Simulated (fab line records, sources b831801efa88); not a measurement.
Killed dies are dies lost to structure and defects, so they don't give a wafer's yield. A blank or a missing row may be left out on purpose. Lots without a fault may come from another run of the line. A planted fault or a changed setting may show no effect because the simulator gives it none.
A struck lot beside a sound one | flow gf180mcu | 37 steps out of a route of 602
Sound: wafers L240.4, L240.5, L240.6. Struck: wafer L246.2. (L246.3, L246.4 of the same lot were not struck and are left out.) The cause comes at the end.
At each step with rows: each side's tool, then ch and its chambers, then its first start. Under that, the readings that differ: sound wafers | struck wafers | difference of the means | sigmas: that difference in standard deviations of wafers without a fault.
alike: readings whose means differ by less than 2 such deviations, and words and numbers that are the same on both sides. not compared: withheld readings, readings that some wafer has no value for, bounds like >300 that may hide the same value, and numbers for which the record gives no deviation and whose values overlap.
The two part at a step that has a row with sigmas, a row that says differs or no value, or rows on one side only. Numbers that don't overlap but have no deviation are shown without sigmas and don't part them. A reading that every wafer of one side lacks parts them only if that side has two wafers or more.

first, 1 step without rows for these wafers: GF_M5_DEVELOP_06 (develop time 60 s).
GF_M5_CD_MEAS_07: target cd 280 nm.
  sound on cd_sem-02, day 28 20:22; struck on cd_sem-01, day 30 12:13
  reading    | sound             | struck | difference | sigmas
  cd_nm (nm) | 282.5 282.3 281.6 | 280.1  | -2.0       | -2
GF_M5_OVL_MEAS_08:
  sound on overlay-01, day 28 20:26; struck on overlay-02, day 30 12:19
  alike: M5_OVL
GF_M5_ETCH_09: etches Si3N4 in CF4/O2, target depth 52 nm, time 11.6 s.
  sound on rie_diel-03 ch 0,1, day 28 20:28; struck on rie_diel-04 ch 2, day 30 12:21
  reading                     | sound             | struck | difference | sigmas
  drypump_motor_current_A (A) | 6.0 6.0 6.0       | 4.8    | -1.2       | -2
  oes_product_au (a.u.)       | 1.001 1.017 0.998 | 0.989  | -0.016     | -2
  alike: O2_flow_sccm, throttle_valve_pct
  not compared: rf_hours_counter_h
then, 1 step without rows for these wafers: GF_M5_METAL_ETCH_10 (etches the open film in Cl2/BCl3, stops on SiO2, target depth 627.5 nm, time 104.6 s).
GF_M5_STRIP_11: strips in O2/N2.
  sound on plasma_asher-03 ch 0,1, day 28 20:38; struck on plasma_asher-02 ch 0, day 30 12:29
  reading                | sound | struck | difference                   | sigmas
  rf_hours_counter_h (h) | - - - | 62     | no value on the sound wafers |
  alike: drypump_motor_current_A, heater_power_w, oes_product_au, platen_temp_c, strip_time_to_endpoint_s
then, 3 steps without rows for these wafers: GF_M5_STRIP_12 (strips in post etch residue remover, time 1200 s); GF_M5_CLEAN_13 (cleans in DIW); GF_V5_CVD_00 (deposits SiO2, target thk 300 nm, time 50 s).
GF_V5_THK_MEAS_01:
  sound on film_metro-02, day 28 21:33; struck on film_metro-03, day 30 13:05
  alike: V5_CVD_00_THK
then, 1 step without rows for these wafers: GF_V5_CVD_02 (deposits SiO2 from TEOS, target thk 1450 nm, time 163.28 s).
GF_V5_THK_MEAS_03:
  sound on film_metro-03, day 28 21:43; struck on film_metro-03, day 30 13:14
  alike: V5_CVD_02_THK
GF_V5_CMP_04: polishes SiO2.
  sound on cmp-01 ch 2,3, day 28 21:48; struck on cmp-02 ch 2, day 30 13:17
  reading                             | sound             | struck | difference | sigmas
  model.SiO2_of_V5_CVD_02.thk_nm (nm) | 856.8 856.5 856.3 | 1063   | +206       |
  alike: motor_current_A, platen_rpm, retaining_ring_pressure_frac
GF_V5_BOW_MEAS_05:
  sound on film_metro-02, day 28 22:07; struck on film_metro-02, day 30 13:37
  reading     | sound       | struck | difference | sigmas
  V5_BOW (um) | 127 136 127 | 157    | +27        | +3
then, 8 steps without rows for these wafers: GF_V5_DEHYDRATE_06 (time 60 s); GF_V5_HMDS_07 (prime time 60 s); GF_V5_COAT_08; GF_V5_COAT_09 (resist thk 1000 nm); GF_V5_SOFTBAKE_10 (time 60 s); GF_V5_EXPOSE_11 (exposes mask Via5, target cd 260 nm); GF_V5_PEB_12 (peb time 90 s); GF_V5_DEVELOP_13 (develop time 60 s).
GF_V5_CD_MEAS_14: target cd 260 nm.
  sound on cd_sem-01, day 29 16:49; struck on cd_sem-02, day 31 07:04
  alike: cd_nm
GF_V5_OVL_MEAS_15:
  sound on overlay-02, day 29 16:53; struck on overlay-01, day 31 07:10
  alike: V5_OVL
GF_V5_ETCH_16: etches BARC in N2/H2.
  sound on rie_diel-01 ch 0,2,3, day 29 16:56; struck on rie_diel-02 ch 0, day 31 07:12
  alike: drypump_motor_current_A, oes_product_au, throttle_valve_pct
GF_V5_ETCH_17: etches SiO2 in C4F8/O2/Ar, stops on TiN, target depth 855 nm.
  sound on rie_diel-01 ch 0,2,3; struck on rie_diel-02 ch 0
  reading                        | sound             | struck | difference | sigmas
  oes_product_au (a.u.)          | 0.860 0.865 0.859 | 0.981  | +0.120     | +25
  model.V5.feature_depth_nm (nm) | 856.8 856.5 856.3 | 1063   | +206       |
  model.etch.depth_nm (nm)       | 856.8 856.5 856.3 | 1063   | +206       |
then, 4 steps without rows for these wafers: GF_V5_STRIP_18 (strips in O2/N2); GF_V5_STRIP_19 (strips in post etch residue remover, time 1200 s); GF_V5_CLEAN_20 (cleans in DIW); GF_V5_SPUTTER_21 (material Ti, target thk 15 nm, time 80.02 s).
GF_V5_SPUTTER_22: material TiN, target thk 10 nm, time 40 s.
  sound on pvd_sputter-02, day 29 17:39; struck on pvd_sputter-01, day 31 07:57
  alike: throttle_valve_pct
then, 1 step without rows for these wafers: GF_V5_CVD_23 (deposits W, target thk 350 nm, time 104.9 s).
GF_V5_RS_MEAS_24: measures by four-point-probe.
  sound on film_metro-02, day 29 17:52; struck on film_metro-02, day 31 08:07
  alike: V5_W_RS
GF_V5_THK_MEAS_25: measures by xrf.
  sound on film_metro-02, day 29 17:57; struck on film_metro-02, day 31 08:14
  alike: V5_W_THK
GF_V5_CMP_26: polishes, stops on SiO2, t overpolish 15 s, target thk 0 nm.
  sound on cmp-01 ch 0,2,3, day 29 18:05; struck on cmp-02 ch 1, day 31 08:17
  reading                             | sound           | struck | difference | sigmas
  model.SiO2_of_V5_CVD_02.thk_nm (nm) | 853 852.8 852.5 | 1059   | +206       |
  alike: motor_current_A, platen_rpm, retaining_ring_pressure_frac
GF_TOP_METAL_SPUTTER_00: material Ti, target thk 37.5 nm, time 150 s.
  sound on pvd_sputter-04, day 29 18:17; struck on pvd_sputter-03, day 31 08:35
  alike: throttle_valve_pct
GF_PASSIVATION_PROBE_99:
  sound on prober-02, day 31 09:40; struck on prober-02, day 32 21:18
  reading                       | sound            | struck | difference | sigmas
  model.etest.via5_chain.rc_ohm | 6.875 6.83 6.807 | 7.926  | +1.089     |

WHERE THEY PART
First at GF_M5_CD_MEAS_07; last, within this record, at GF_V5_ETCH_17. Later steps at which nothing parts them and some readings are alike: GF_V5_SPUTTER_22, GF_V5_RS_MEAS_24, GF_V5_THK_MEAS_25, GF_V5_CMP_26, GF_TOP_METAL_SPUTTER_00.

WHY: what the simulator had put in
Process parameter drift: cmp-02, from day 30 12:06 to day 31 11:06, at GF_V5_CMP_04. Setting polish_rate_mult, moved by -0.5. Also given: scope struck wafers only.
